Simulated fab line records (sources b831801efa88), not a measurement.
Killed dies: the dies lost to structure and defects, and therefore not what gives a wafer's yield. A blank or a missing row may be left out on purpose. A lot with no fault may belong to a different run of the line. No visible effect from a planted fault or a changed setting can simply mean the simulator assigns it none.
Which tool is to blame? | flow gf180mcu | 36 wafers from 12 lots sampled at 2 of the route's 602 steps

== WHAT THE GAUGES READ, wafer by wafer ==
GF_M3_THK_MEAS_06: measures by xrf.
lot  | measured     | on            | M3_ALCU_THK (nm)
L918 | day 21 22:40 | film-metro-03 | 445 436 448
L919 | day 22 07:43 | film-metro-01 | 439 441 441
L920 | day 22 22:01 | film-metro-01 | 444 439 445
L921 | day 23 04:31 | film-metro-03 | 444 445 450
L924 | day 24 01:40 | film-metro-02 | 445 452 445
L925 | day 24 08:33 | film-metro-02 | 436 445 444
L931 | day 26 07:22 | film-metro-03 | 441 440 444
L932 | day 26 12:21 | film-metro-01 | 433 446 444
L934 | day 27 06:31 | film-metro-02 | 450 451 447
L935 | day 27 13:20 | film-metro-02 | 440 445 453
L936 | day 27 22:15 | film-metro-02 | 453 459 458
L937 | day 28 08:32 | film-metro-01 | 452 439 451

GF_V3_OVL_MEAS_15.
lot  | measured     | on         | V3_OVL (nm)
L918 | day 23 21:26 | overlay-02 | 7 -2 5
L919 | day 24 06:49 | overlay-01 | 5 3 -2
L920 | day 24 20:32 | overlay-02 | 0 -3 -7
L921 | day 25 03:29 | overlay-02 | -13 -11 -2
L924 | day 25 22:40 | overlay-01 | 8 6 -2
L925 | day 26 05:02 | overlay-01 | 4 9 -2
L931 | day 28 01:41 | overlay-01 | 8 2 7
L932 | day 28 05:34 | overlay-01 | -5 -8 2
L934 | day 29 00:05 | overlay-01 | 3 2 -2
L935 | day 29 05:12 | overlay-01 | -4 -2 -4
L936 | day 29 14:13 | overlay-01 | -3 4 -4
L937 | day 30 00:01 | overlay-02 | 15 7 -4

== WHICH TOOL RAN EACH LOT (tool, then ch and the chambers of the sampled wafers, then the start) ==
The record holds no process step before these readings.

== AS READ BY THE TOOLS THEMSELVES (means over the sampled wafers that have a number; for cases with no such wafer, the mark the record gives instead) ==
The record holds no such reading with a usual standard deviation.

== THE ANSWER, worked out from the rows above alone ==
Rule: usual is defined by the lots themselves. Put in order of their means at a reading, lots are off if they are a third of the lots or fewer, leave a main group of 4 or more, and stand apart from it by a gap of 3 or more times the standard deviation of the main group's means; of several such gaps the widest counts. If all means in a main group match to the digits the tables above print for the reading, that group is not used. A lot without any number at a reading at which 4 lots or more have one is off too. Any other lot the step has rows for is counted as sound. Order of review: gauges by route order, followed by the tools' own readings, for which a lot's mean as printed above is used. At the first step where some lot is off, the reading lying furthest off is the one used; lots without a number count as furthest.
No lot is off at any reading shown: from this, nothing can be told.

== WHAT THE SIMULATOR PUT IN ==
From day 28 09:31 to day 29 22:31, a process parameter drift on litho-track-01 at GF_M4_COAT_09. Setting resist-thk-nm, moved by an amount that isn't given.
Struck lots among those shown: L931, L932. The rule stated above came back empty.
